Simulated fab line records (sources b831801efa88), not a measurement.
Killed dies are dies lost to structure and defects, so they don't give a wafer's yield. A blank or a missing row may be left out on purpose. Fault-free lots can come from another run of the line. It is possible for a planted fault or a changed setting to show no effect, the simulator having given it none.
8D (eight disciplines) problem report, filled in by code + flow gf180mcu + the parts of the form that need people (team, actions taken, sign-off) are left out

== 1. WHAT WENT WRONG ==
Mean NWELL_RS at GF_VT_IMPLANT_RS_MEAS_47: 480.4 ohm/sq over 6 wafers in 2 lots; fault-free wafers: 487.7 ohm/sq, standard deviation 1.4. That is -5.2 standard deviations from the usual mean.
The step: measures by four-point-probe.
The first sign was on wafer L434.3 at day 11 15:17, on film_metro-01. The record holds 39 wafers of 13 lots with a number at this step. By rule, "out" or "out of limits" means more than 4 standard deviations away from the usual mean. Any other wafer with a number is counted as sound.

== 2. WHAT IT IS, AND WHAT IT ISN'T ==
| question                    | is                     | is not                                                                                 |
|-----------------------------|------------------------|----------------------------------------------------------------------------------------|
| which readings at this step | NWELL_RS               | -                                                                                      |
| which lots                  | L434, L435             | L420, L421, L423, L424, L425, L426, L429, L437, L439, L440, L441                       |
| which wafers of those lots  | all that have a number | -                                                                                      |
| read on which gauges        | film_metro-01          | film_metro-02, film_metro-04                                                           |
| when                        | from day 11 15:17      | up to then (21 sound wafers); but 12 sound wafers of L437, L439, L440, L441 came after |

== 3. THE SUSPECTS, EACH WITH WHAT RULES IT OUT ==
Counting: a tool at a process step up to the reading stays a suspect if it ran every lot that is out and no sound lot after the first of them.
- the gauge at GF_VT_IMPLANT_RS_MEAS_47 is ruled out. All the wafers that are out were read on film_metro-01, but those of them that GF_NWELL_IMPLANT_09 has rows for are out there too, on other tools.
- implanter-02 at GF_NWELL_IMPLANT_09: kept. It ran every lot that is out, first L434 (day 6 16:04), and no sound lot after that; its last sound lot up to then is L426 (day 4 17:13). Out on those wafers are its own readings of tilt_deg.
Remaining after the count: implanter-02 at GF_NWELL_IMPLANT_09.

== 4. THE CAUSE (what the simulator had put in) ==
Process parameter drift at GF_NWELL_IMPLANT_09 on implanter-02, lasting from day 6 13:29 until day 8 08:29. The setting tilt_deg was moved by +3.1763, starting from 0. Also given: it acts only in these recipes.
Only this tool survived the counting.

== 5. THE CHAIN OF EFFECTS, in route order ==
Rows list readings where the struck wafers' mean (over those with a number) sits beyond 3 standard deviations from the usual. Readings are gone through only where the record gives a usual standard deviation; hours: the median, over the lots, of the time from a lot's start at the first step in this table giving one to that lot's start at this step; sigmas: the change measured in usual standard deviations.
| hours | step                     | reading  | usual         | on struck wafers | change | sigmas      |
|-------|--------------------------|----------|---------------|------------------|--------|-------------|
| 0     | GF_NWELL_IMPLANT_09      | tilt_deg | 0.001 degrees | 3.168            | +3.167 | +99 or more |
| 120   | GF_VT_IMPLANT_RS_MEAS_47 | NWELL_RS | 487.7 ohm/sq  | 480.4            | -7.3   | -5.2        |
Process steps it contains:
- GF_NWELL_IMPLANT_09
Later measuring or inspecting steps at which every struck wafer that the step has a row for has a number for every such reading, and none has moved that far: GF_V3_THK_MEAS_01.

== 6. HOW IT WOULD HAVE BEEN CAUGHT EARLIER ==
In this record the first reading out of limits at a measuring or inspecting step was taken at day 11 15:17, 122 hours after the fault began at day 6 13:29.
Tool's own readings at GF_NWELL_IMPLANT_09, tilt_deg: out on all struck wafers the step has rows for; an alarm limit on them would have tripped on the first.
Lots out: 2; all had begun GF_NWELL_IMPLANT_09 on implanter-02 by day 11 15:17. None of them would have been spared by holding the tool at that moment.
